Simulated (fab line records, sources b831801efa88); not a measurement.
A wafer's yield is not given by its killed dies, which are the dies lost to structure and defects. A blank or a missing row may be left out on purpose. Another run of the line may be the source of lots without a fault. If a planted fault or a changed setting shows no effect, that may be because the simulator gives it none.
8D (eight disciplines) problem report, filled in by code || flow sky130 || the parts of the form that need people (team, actions taken, sign-off) are left out

1. WHAT IS WRONG
Mean of dose ions cm2 at SKY_LDD_N_IMPLANT_12: 9.399e+12 across 6 wafers in 2 lots; on wafers with no fault it is 5.001e+12 (standard deviation 6e+09). That is +99 or more standard deviations from the usual mean.
Seen first at day 21 05:16 on implanter-04, wafer L558.1. The record holds 39 wafers of 13 lots with a number at this step. The rule behind "out" and "out of limits": a value lying over 4 standard deviations away from the usual mean. Any other wafer with a number is counted as sound.

2. WHAT IT IS AND WHAT IT IS NOT
{"question": "which readings at this step", "is": "dose ions cm2, faraday current uA", "is not": "beam energy keV, tilt deg"}
{"question": "which lots", "is": "L558, L560", "is not": "L550, L551, L564, L566, L567, L568, L569, L570, L571, L572, L573"}
{"question": "which wafers of those lots", "is": "all that have a number", "is not": "-"}
{"question": "read on which tools", "is": "implanter-04", "is not": "implanter-01, implanter-02"}
{"question": "when", "is": "from day 21 05:16", "is not": "up to then (6 sound wafers); but 27 sound wafers of L564, L566, L567, L568, L569, L570, L571, L572, L573 came after"}

3. WHAT RULES OUT EACH SUSPECT
Counting: a tool stays on the suspect list if, at a process step up to the reading, it processed all lots that are out and no sound lot following the first of them.
- implanter-04 at SKY_LDD_N_IMPLANT_12: kept. It ran every lot that is out, first L558 (day 21 05:16), and no sound lot after that. Out on those wafers are its own readings of dose ions cm2, faraday current uA.
Left after counting: implanter-04 at SKY_LDD_N_IMPLANT_12.

4. THE CAUSE (what the simulator had put in)
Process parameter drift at SKY_LDD_N_IMPLANT_12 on implanter-04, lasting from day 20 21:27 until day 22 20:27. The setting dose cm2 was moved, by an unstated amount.
After counting, this tool was the only one left.

5. THE EFFECT CHAIN, in route order
Each row: a reading whose mean over the struck wafers that have a number lies more than 3 standard deviations from the usual. Only readings for which the record gives a usual standard deviation are gone through. hours: the time from each lot's start at the first step in this table that gives one to its start at this step, as a median over the lots. sigmas: the change in usual standard deviations.
{"hours": 0, "step": "SKY_LDD_N_IMPLANT_12", "reading": "dose ions cm2", "usual": 5.001e+12, "on struck wafers": 9.399e+12, "change": "+4.398e+12", "sigmas": "+99 or more"}
{"hours": 0, "step": "SKY_LDD_N_IMPLANT_12", "reading": "faraday current uA", "usual": 28.1, "on struck wafers": 52.9, "change": "+24.8", "sigmas": "+48"}
Process steps it contains:
- SKY_LDD_N_IMPLANT_12
At these later measuring or inspecting steps, every struck wafer for which the step has a row has a number for every such reading, and none has moved that far: SKY_LDD_P_TW_MEAS_11.

6. HOW IT WOULD HAVE BEEN CAUGHT EARLIER
8 hours passed between the start of the fault at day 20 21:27 and the first reading out of limits in this record, taken at day 21 05:16.
